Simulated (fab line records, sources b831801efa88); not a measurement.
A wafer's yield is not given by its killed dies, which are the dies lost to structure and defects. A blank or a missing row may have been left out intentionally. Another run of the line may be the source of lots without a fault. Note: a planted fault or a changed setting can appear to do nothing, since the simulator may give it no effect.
Which tool is to blame?	flow gf180mcu	39 wafers from 13 lots sampled at 2 of the route's 602 steps

## WHAT THE GAUGES SHOWED, per wafer
GF_VT_IMPLANT_RS_MEAS_49: measures by four-point-probe.
lot	measured	on	MVPSD_RS (ohm/sq)
L445	day 7 15:17	filmMetro-01	1177 1174 1175
L447	day 8 03:41	filmMetro-03	1165 1168 1168
L448	day 8 09:39	filmMetro-01	1171 1169 1170
L449	day 8 16:41	filmMetro-03	1167 1169 1167
L453	day 9 16:56	filmMetro-02	1172 1173 1172
L454	day 9 23:49	filmMetro-01	1170 1169 1169
L457	day 10 21:34	filmMetro-02	1163 1161 1163
L460	day 11 20:13	filmMetro-02	1165 1169 1168
L462	day 13 01:02	filmMetro-01	1168 1169 1168
L464	day 13 08:37	filmMetro-02	1167 1164 1167
L466	day 13 20:11	filmMetro-01	1176 1172 1168
L468	day 14 03:11	filmMetro-03	1167 1167 1168
L467	day 14 05:02	filmMetro-02	1165 1167 1166

GF_HV_LDD_OVL_MEAS_20.
lot	measured	on	HV_LDD_01_OVL (nm)
L445	day 10 20:41	overlay-01	0.1 -1.4 1.2
L447	day 11 09:35	overlay-01	2.8 1.1 1.3
L448	day 11 19:47	overlay-02	-1.6 1.3 0.7
L449	day 12 02:12	overlay-02	-0.3 -2.5 -0.3
L453	day 13 04:15	overlay-01	1.1 -0.1 0.3
L454	day 13 12:41	overlay-02	-1.7 -2.2 -1.5
L457	day 14 15:08	overlay-01	-1.5 -1.3 -2.0
L460	day 15 14:14	overlay-01	-0.5 0.7 -2.1
L462	day 16 20:59	overlay-01	-0.6 -1.0 1.0
L464	day 17 06:28	overlay-02	-1.5 -3.8 1.6
L466	day 17 17:27	overlay-02	-1.8 -0.8 -2.9
L468	day 18 04:32	overlay-02	-3.4 -2.5 -4.2
L467	day 18 07:31	overlay-02	-2.7 -2.1 -2.9

## WHAT TOOL EACH LOT RAN ON (gives the tool, then ch and the chambers of the sampled wafers, and finally the start)
Record: no process step prior to these readings.

## AS READ BY THE TOOLS THEMSELVES (means over the sampled wafers that have a number; for cases with no such wafer, the mark the record gives instead)
The record holds no such reading with a usual standard deviation.

## THE ANSWER, worked out from the rows above alone
Rule: the usual values come from the lots themselves. The widest of any qualifying gaps counts: lots, ordered by their means at a reading, are off when they make up no more than a third of the lots, leave a main group of 4 or more, and stand apart from it by 3 or more times the standard deviation of that group's means. If all means in a main group match to the digits the tables above print for the reading, that group is not used. A lot without any number at a reading at which 4 lots or more have one is off too. Where the step has rows for the other lots, those lots are counted as sound. Order of review: gauges by route order, followed by the tools' own readings, for which a lot's mean as printed above is used. At the first step where some lot is off, the reading lying furthest off is the one used; lots without a number count as furthest.
None of the lots is off at any reading shown; this tells nothing.

## WHAT HAD BEEN PUT IN BY THE SIMULATOR
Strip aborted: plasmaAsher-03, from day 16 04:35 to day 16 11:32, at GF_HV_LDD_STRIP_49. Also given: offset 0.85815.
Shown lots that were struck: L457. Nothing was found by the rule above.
